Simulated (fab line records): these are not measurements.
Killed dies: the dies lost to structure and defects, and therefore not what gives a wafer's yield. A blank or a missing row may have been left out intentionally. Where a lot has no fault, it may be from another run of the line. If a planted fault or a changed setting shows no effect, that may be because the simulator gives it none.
fab line records | flow gf180mcu
record lots=13 | wafers=39 | last_day=34
route steps=602 shown VT_IMPLANT@125 NWELL@137 SAB@273 CONTACT@291
lots that met no fault: taken from a fault-free run of the same line
start_h: the number of hours between the record's first day and the start of the first shown wafer of the lot | wait_h: hours elapsed since this lot's preceding step | " repeats the value in the row above | L1.1+2: a single row standing in for several wafers | - no value, or no start given | * or withheld: withheld | < > ~ a bound
route shown NAME@n: names a module that has steps shown in the file, with the first one's number in the route | usual: mean and standard deviation over wafers with no fault | same: alike in all rows | chamber/n: place in a boat | sites: the reading at each site | _std_site: standard deviation of those values | _edge_site: the outer-site mean with the inner-site mean subtracted | radius_mm: how far each site lies from the wafer's centre | mask NAME#n: copy n | behind: the most recent tool/chamber to have shaped the wafer | hold: reason for holding the lot/hours on hold/outcome of the hold | device: transistor that didn't switch, given as n, p or np | end of line: the same wafers' tests at the end of the route | for a step that has no rows: nothing shown but its recipe | killed: dies lost to structure and defects at the first sort, not the wafer's yield | map: per-die view of a wafer (x killed, . not killed, _ where there is no die)
set.NAME: the setting as run; set.NAME@STEP: as run at that earlier step | model.NAME: the simulator's own value behind a step, which no gauge read
route steps across a sampled set of lots; one table per step, one row per wafer
services: a tool's chamber out of use, with start hour (start_h, from the record's first day; less than 0 if before it), hours out, and reason
## steps
# step GF_VT_IMPLANT_COAT_35
# recipe resist=NOVOLAK | spin_rpm=3000 | resist_thk_nm=1000
# usual spin_speed_rpm=3000.4/1.9
lot.wafer | tool           | chamber | start_h | wait_h | spin_speed_rpm
L980.1    | litho_track-01 | 0       | 148.57  | 0.1    | 2998.4
L980.2    | "              | 0       | "       | "      | 2997.5
L980.6    | "              | 0       | "       | "      | 2998.3
L982.1    | litho_track-01 | 0       | 161.67  | 0.1    | 3001.2
L982.3    | "              | 0       | "       | "      | 2999.3
L982.5    | "              | 0       | "       | "      | 3004.5
L983.4    | litho_track-03 | 0       | 168.08  | 0.1    | 2998.9
L983.5    | "              | 0       | "       | "      | 3001.8
L983.6    | "              | 0       | "       | "      | 3000.3
L984.2    | litho_track-01 | 0       | 176.70  | 0.1    | 2999.5
L984.3    | "              | 0       | "       | "      | 3002.3
L984.4    | "              | 0       | "       | "      | 3000.1
L985.1    | litho_track-03 | 0       | 182.61  | 0.1    | 3001.5
L985.4    | "              | 0       | "       | "      | 2997.8
L985.6    | "              | 0       | "       | "      | 3000.3
L986.3    | litho_track-01 | 0       | 188.57  | 0.1    | 2999.0
L986.4    | "              | 0       | "       | "      | 3002.1
L986.6    | "              | 0       | "       | "      | 2998.1
L988.3    | litho_track-01 | 0       | 203.07  | 0.1    | 2999.9
L988.4    | "              | 0       | "       | "      | 3001.2
L988.6    | "              | 0       | "       | "      | 3000.7
L990.1    | litho_track-01 | 0       | 215.67  | 0.1    | 3000.3
L990.2    | "              | 0       | "       | "      | 2999.1
L990.6    | "              | 0       | "       | "      | 2999.1
L992.3    | litho_track-01 | 0       | 230.22  | 0.1    | 2996.3
L992.4    | "              | 0       | "       | "      | 2997.0
L992.5    | "              | 0       | "       | "      | 3001.8
L100.1    | litho_track-03 | 0       | 280.91  | 0.1    | 2999.5
L100.2    | "              | 0       | "       | "      | 3001.7
L100.4    | "              | 0       | "       | "      | 2999.0
L101.1    | litho_track-04 | 0       | 289.97  | 0.1    | 2999.6
L101.3    | "              | 0       | "       | "      | 3002.8
L101.5    | "              | 0       | "       | "      | 2999.8
L102.1    | litho_track-01 | 0       | 295.32  | 0.1    | 3001.5
L102.2    | "              | 0       | "       | "      | 2997.8
L102.6    | "              | 0       | "       | "      | 2999.8
L103.1    | litho_track-04 | 0       | 302.97  | 0.1    | 3002.1
L103.2    | "              | 0       | "       | "      | 3003.0
L103.3    | "              | 0       | "       | "      | 3001.6
# step GF_VT_IMPLANT_STRIP_42
# recipe chemistry=O2/N2 | power_w=1400 | pressure_mtorr=1500 | platen_temp_c=250 | o2_flow_sccm=3000 | n2_flow_sccm=300 | overash_fraction=0.5
# usual drypump_motor_current_A=5.8/0.38 | heater_power_w=304/15 | n2_flow_sccm=300.1/0.87 | oes_product_au=0.716/0.0046 | strip_time_to_endpoint_s=12.67/0.032
lot.wafer | tool            | chamber | start_h | wait_h | drypump_motor_current_A | heater_power_w | n2_flow_sccm | oes_product_au | rf_hours_counter_h | strip_time_to_endpoint_s
L980.1    | plasma_asher-03 | 1       | 157.04  | 0.1    | 5.5                     | 319            | 299.2        | 0.713          | 52                 | 12.74
L980.2    | "               | 0       | "       | "      | 5.9                     | 297            | 300.7        | 0.715          | 52                 | 12.72
L980.6    | "               | 1       | "       | "      | 5.5                     | 316            | 300.9        | 0.720          | -                  | 12.70
L982.1    | plasma_asher-03 | 1       | 170.51  | 0.1    | 5.5                     | 319            | 299.8        | 0.706          | 53                 | 12.71
L982.3    | "               | 1       | "       | "      | 5.5                     | 318            | 300.1        | 0.720          | -                  | 12.68
L982.5    | "               | 1       | "       | "      | 5.5                     | 318            | 300.0        | 0.723          | -                  | 12.70
L983.4    | plasma_asher-03 | 1       | 176.35  | 0.1    | 5.5                     | 319            | 301.5        | 0.712          | -                  | 12.62
L983.5    | "               | 1       | "       | "      | 5.5                     | 320            | 300.1        | 0.709          | -                  | 12.62
L983.6    | "               | 0       | "       | "      | 5.9                     | 300            | 300.9        | 0.719          | -                  | 12.62
L984.2    | plasma_asher-01 | 1       | 185.81  | 0.1    | 6.2                     | 280            | 299.2        | 0.715          | 55                 | 12.70
L984.3    | "               | 1       | "       | "      | 6.2                     | 285            | 298.5        | 0.722          | -                  | 12.67
L984.4    | "               | 0       | "       | "      | 6.1                     | 317            | 300.0        | 0.715          | -                  | 12.71
L985.1    | plasma_asher-03 | 1       | 191.54  | 0.1    | 5.5                     | 320            | 300.6        | 0.711          | 56                 | 12.67
L985.4    | "               | 1       | "       | "      | 5.5                     | 320            | 300.1        | 0.717          | -                  | 12.65
L985.6    | "               | 1       | "       | "      | 5.5                     | 319            | 300.3        | 0.713          | -                  | 12.68
L986.3    | plasma_asher-03 | 0       | 197.58  | 0.1    | 5.9                     | 292            | 300.7        | 0.714          | -                  | 12.60
L986.4    | "               | 1       | "       | "      | 5.5                     | 315            | 300.2        | 0.716          | -                  | 12.64
L986.6    | "               | 0       | "       | "      | 5.9                     | 301            | 299.8        | 0.716          | -                  | 12.69
L988.3    | plasma_asher-04 | 1       | 212.14  | 0.1    | 5.7                     | 297            | 299.3        | 0.710          | -                  | 13.53
L988.4    | "               | 0       | "       | "      | 4.9                     | 333            | 297.8        | 0.715          | -                  | 13.48
L988.6    | "               | 0       | "       | "      | 4.9                     | 333            | 299.1        | 0.711          | -                  | 13.53
L990.1    | plasma_asher-03 | 1       | 225.19  | 0.1    | 5.5                     | 313            | 299.7        | 0.712          | 59                 | 13.48
L990.2    | "               | 0       | "       | "      | 5.9                     | 295            | 299.1        | 0.719          | 59                 | 13.48
L990.6    | "               | 0       | "       | "      | 5.9                     | 298            | 298.5        | 0.720          | -                  | 13.46
L992.3    | plasma_asher-01 | 0       | 239.24  | 0.1    | 6.1                     | 310            | 300.2        | 0.718          | -                  | 13.47
L992.4    | "               | 1       | "       | "      | 6.2                     | 276            | 300.1        | 0.722          | -                  | 13.46
L992.5    | "               | 0       | "       | "      | 6.1                     | 313            | 301.0        | 0.716          | -                  | 13.48
L100.1    | plasma_asher-01 | 1       | 291.99  | 0.1    | 6.2                     | 291            | 299.4        | 0.711          | 66                 | 12.62
L100.2    | "               | 0       | "       | "      | 6.1                     | 311            | 299.7        | 0.715          | 66                 | 12.64
L100.4    | "               | 0       | "       | "      | 6.1                     | 311            | 299.2        | 0.718          | -                  | 12.64
L101.1    | plasma_asher-04 | 1       | 299.76  | 0.1    | 5.7                     | 298            | 300.1        | 0.712          | 55                 | 12.67
L101.3    | "               | 0       | "       | "      | 4.9                     | 317            | 299.1        | 0.717          | -                  | 12.69
L101.5    | "               | 1       | "       | "      | 5.7                     | 300            | 298.6        | 0.717          | -                  | 12.66
L102.1    | plasma_asher-01 | 0       | 305.31  | 0.1    | 6.0                     | 311            | 299.7        | 0.721          | 67                 | 12.66
L102.2    | "               | 1       | "       | "      | 6.2                     | 285            | 299.6        | 0.707          | 67                 | 12.67
L102.6    | "               | 1       | "       | "      | 6.2                     | 277            | 300.3        | 0.723          | -                  | 12.70
L103.1    | plasma_asher-04 | 1       | 313.79  | 0.1    | 5.7                     | 292            | 301.6        | 0.713          | 56                 | 12.69
L103.2    | "               | 0       | "       | "      | 4.9                     | 319            | 299.8        | 0.717          | 56                 | 12.70
L103.3    | "               | 1       | "       | "      | 5.7                     | 306            | 299.6        | 0.712          | -                  | 12.69
# step GF_VT_IMPLANT_RS_MEAS_47
# recipe thk_meas_gauge=four-point-probe
# usual NWELL_RS=487.8/1.4
lot.wafer | tool          | chamber | start_h | wait_h | NWELL_RS[ohm/sq]
L980.1    | film_metro-01 | -       | 157.48  | 0.1    | 487.7
L980.2    | "             | -       | "       | "      | 484.3
L980.6    | "             | -       | "       | "      | 486.4
L982.1    | film_metro-02 | -       | 170.94  | 0.1    | 486.3
L982.3    | "             | -       | "       | "      | 487.6
L982.5    | "             | -       | "       | "      | 487.1
L983.4    | film_metro-02 | -       | 176.80  | 0.1    | 489.2
L983.5    | "             | -       | "       | "      | 488.9
L983.6    | "             | -       | "       | "      | 490.7
L984.2    | film_metro-01 | -       | 186.26  | 0.1    | 486.3
L984.3    | "             | -       | "       | "      | 486.3
L984.4    | "             | -       | "       | "      | 484.5
L985.1    | film_metro-03 | -       | 191.97  | 0.1    | 488.3
L985.4    | "             | -       | "       | "      | 489.1
L985.6    | "             | -       | "       | "      | 488.2
L986.3    | film_metro-01 | -       | 198.01  | 0.1    | 488.5
L986.4    | "             | -       | "       | "      | 487.9
L986.6    | "             | -       | "       | "      | 487.6
L988.3    | film_metro-02 | -       | 212.58  | 0.1    | 489.7
L988.4    | "             | -       | "       | "      | 490.1
L988.6    | "             | -       | "       | "      | 490.0
L990.1    | film_metro-02 | -       | 225.63  | 0.1    | 486.5
L990.2    | "             | -       | "       | "      | 488.9
L990.6    | "             | -       | "       | "      | 488.3
L992.3    | film_metro-01 | -       | 239.68  | 0.1    | 487.1
L992.4    | "             | -       | "       | "      | 488.9
L992.5    | "             | -       | "       | "      | 488.5
L100.1    | film_metro-01 | -       | 292.42  | 0.1    | 487.0
L100.2    | "             | -       | "       | "      | 486.4
L100.4    | "             | -       | "       | "      | 486.9
L101.1    | film_metro-03 | -       | 300.19  | 0.1    | 485.6
L101.3    | "             | -       | "       | "      | 486.3
L101.5    | "             | -       | "       | "      | 487.1
L102.1    | film_metro-01 | -       | 305.74  | 0.1    | 485.9
L102.2    | "             | -       | "       | "      | 484.5
L102.6    | "             | -       | "       | "      | 485.5
L103.1    | film_metro-02 | -       | 314.22  | 0.1    | 489.2
L103.2    | "             | -       | "       | "      | 488.1
L103.3    | "             | -       | "       | "      | 487.4
# step GF_SAB_CD_MEAS_09
# recipe target_cd_nm=420
# usual cd_nm=420.1/2.3
lot.wafer | tool      | chamber | start_h | wait_h | cd_nm
L980.1    | cd_sem-01 | -       | 337.36  | 0.1    | 424.2
L980.2    | "         | -       | "       | "      | 422.7
L980.6    | "         | -       | "       | "      | 423.3
L982.1    | cd_sem-02 | -       | 354.02  | 0.1    | 420.5
L982.3    | "         | -       | "       | "      | 418.3
L982.5    | "         | -       | "       | "      | 419.7
L983.4    | cd_sem-01 | -       | 361.71  | 0.1    | 421.7
L983.5    | "         | -       | "       | "      | 423.5
L983.6    | "         | -       | "       | "      | 421.1
L984.2    | cd_sem-01 | -       | 378.01  | 0.1    | 418.1
L984.3    | "         | -       | "       | "      | 417.4
L984.4    | "         | -       | "       | "      | 418.1
L985.1    | cd_sem-01 | -       | 385.02  | 0.1    | 420.6
L985.4    | "         | -       | "       | "      | 420.2
L985.6    | "         | -       | "       | "      | 421.1
L986.3    | cd_sem-02 | -       | 392.91  | 0.1    | 421.4
L986.4    | "         | -       | "       | "      | 420.5
L986.6    | "         | -       | "       | "      | 421.0
L988.3    | cd_sem-01 | -       | 412.59  | 1.4    | 416.2
L988.4    | "         | -       | "       | "      | 420.7
L988.6    | "         | -       | "       | "      | 417.4
L990.1    | cd_sem-01 | -       | 428.85  | 0.1    | 420.5
L990.2    | "         | -       | "       | "      | 419.5
L990.6    | "         | -       | "       | "      | 418.3
L992.3    | cd_sem-01 | -       | 443.81  | 0.1    | 424.0
L992.4    | "         | -       | "       | "      | 423.1
L992.5    | "         | -       | "       | "      | 423.2
L100.1    | cd_sem-01 | -       | 510.70  | 0.1    | 418.8
L100.2    | "         | -       | "       | "      | 419.7
L100.4    | "         | -       | "       | "      | 420.6
L101.1    | cd_sem-01 | -       | 520.49  | 0.1    | 423.9
L101.3    | "         | -       | "       | "      | 424.2
L101.5    | "         | -       | "       | "      | 425.0
L102.1    | cd_sem-02 | -       | 526.45  | 0.1    | 420.1
L102.2    | "         | -       | "       | "      | 421.7
L102.6    | "         | -       | "       | "      | 419.7
L103.1    | cd_sem-01 | -       | 536.59  | 0.1    | 417.7
L103.2    | "         | -       | "       | "      | 417.5
L103.3    | "         | -       | "       | "      | 418.2
# step GF_CONTACT_CMP_04
# recipe material=SiO2 | down_force_psi=4 | platen_rpm=60 | pad_velocity_m_s=0.94248
# usual motor_current_A=11.5/0.65 | time_to_endpoint_s=105/7.2
lot.wafer | tool   | chamber | start_h | wait_h | motor_current_A | time_to_endpoint_s
L980.2    | cmp-01 | 0       | 338.76  | 0.0    | 11.7            | 112
L980.1    | "      | 3       | "       | "      | 11.3            | 100
L980.6    | "      | 1       | "       | "      | 11.9            | 116
L982.3    | cmp-02 | 3       | 355.40  | 0.0    | 12.1            | 102
L982.1    | "      | 1       | "       | "      | 10.8            | 109
L982.5    | "      | 3       | "       | "      | 12.1            | 106
L983.4    | cmp-02 | 2       | 363.20  | 0.2    | 11.2            | 117
L983.6    | "      | 3       | "       | "      | 11.8            | 109
L983.5    | "      | 0       | "       | "      | 11.1            | 109
L984.2    | cmp-01 | 2       | 379.26  | 0.0    | 10.0            | 109
L984.3    | "      | 3       | "       | "      | 11.9            | 110
L984.4    | "      | 1       | "       | "      | 11.8            | 117
L985.4    | cmp-02 | 3       | 386.28  | 0.0    | 12.4            | 105
L985.1    | "      | 1       | "       | "      | 10.7            | 117
L985.6    | "      | 3       | "       | "      | 11.9            | 110
L986.4    | cmp-01 | 2       | 394.24  | 0.1    | 10.6            | 96
L986.3    | "      | 3       | "       | "      | 11.4            | 95
L986.6    | "      | 0       | "       | "      | 11.7            | 103
L988.3    | cmp-02 | 0       | 413.95  | 0.1    | 11.7            | 90
L988.4    | "      | 3       | "       | "      | 12.5            | 93
L988.6    | "      | 1       | "       | "      | 11.2            | 99
L990.1    | cmp-01 | 1       | 430.14  | 0.1    | 12.4            | 103
L990.2    | "      | 3       | "       | "      | 12.4            | 108
L990.6    | "      | 2       | "       | "      | 10.2            | 108
L992.3    | cmp-02 | 2       | 445.07  | 0.1    | 10.1            | 105
L992.4    | "      | 3       | "       | "      | 11.5            | 105
L992.5    | "      | 3       | "       | "      | 12.7            | 100
L100.1    | cmp-02 | 3       | 511.98  | 0.1    | 11.7            | 106
L100.4    | "      | 1       | "       | "      | 10.5            | 112
L100.2    | "      | 2       | "       | "      | 10.9            | 117
L101.3    | cmp-01 | 0       | 521.75  | 0.0    | 11.9            | 112
L101.1    | "      | 2       | "       | "      | 10.7            | 107
L101.5    | "      | 1       | "       | "      | 12.4            | 114
L102.2    | cmp-02 | 0       | 527.77  | 0.1    | 11.2            | 106
L102.1    | "      | 1       | "       | "      | 11.0            | 113
L102.6    | "      | 0       | "       | "      | 11.5            | 108
L103.1    | cmp-01 | 1       | 537.84  | 0.1    | 12.0            | 102
L103.2    | "      | 2       | "       | "      | 10.7            | 92
L103.3    | "      | 3       | "       | "      | 12.3            | 99
## services
tool            | chamber | start_h | hours | kind
cmp-01          | -       | 146.25  | 5.4   | pm
cmp-02          | -       | 175.29  | 3.7   | repair
cmp-02          | -       | 204.63  | 3.1   | repair
cmp-01          | -       | 205.56  | 2.8   | repair
cmp-01          | -       | 215.75  | 0.8   | repair
cmp-02          | -       | 216.34  | 1.9   | repair
cmp-02          | -       | 229.75  | 8.5   | repair
cmp-02          | -       | 229.90  | 1.8   | repair
cmp-02          | -       | 248.92  | 4.0   | pm
cmp-02          | -       | 260.80  | 3.8   | pm
cmp-01          | -       | 273.63  | 0.5   | repair
cmp-02          | -       | 324.03  | 0.4   | repair
cmp-01          | -       | 332.71  | 1.9   | repair
cmp-01          | -       | 334.02  | 2.8   | repair
cmp-01          | -       | 341.59  | 4.9   | repair
cmp-01          | -       | 360.31  | 1.1   | repair
cmp-01          | -       | 385.74  | 2.1   | repair
cmp-01          | -       | 404.16  | 4.0   | pm
plasma_asher-01 | -       | 421.25  | 9.0   | pm
cmp-02          | -       | 424.95  | 1.2   | repair
cmp-01          | -       | 425.18  | 1.9   | repair
cmp-01          | -       | 444.75  | 2.0   | repair
cmp-01          | -       | 515.25  | 6.2   | pm
plasma_asher-03 | -       | 535.90  | 25.8  | repair
## key
first_sign step=GF_VT_IMPLANT_STRIP_42 | reading=strip_time_to_endpoint_s | direction=up | sigmas=26 | usual=* | struck=*
effect none on later readings
met_at GF_VT_IMPLANT_COAT_35
struck_lots L988,L990,L992
tester_left_out L988,L990,L992
not_acting_at GF_VT_IMPLANT_RS_MEAS_47,GF_SAB_CD_MEAS_09,GF_CONTACT_CMP_04
onset_between 188.57 203.07
fault kind=process_parameter_drift | tool=litho_track-01 | chamber=- | onset_h=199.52 | steps=GF_VT_IMPLANT_COAT_35 | channel=resist_thk_nm | offset=* | shape=step | end_h=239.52 | acts_in=* | stated=*
# tester_left_out: of these lots the tester's yield and bins aren't shown, on N5 and GAA mostly nor the transistor test; their killed dies are dies lost to structure and defects alone, not to doping, threshold or leakage, so they don't give the yield
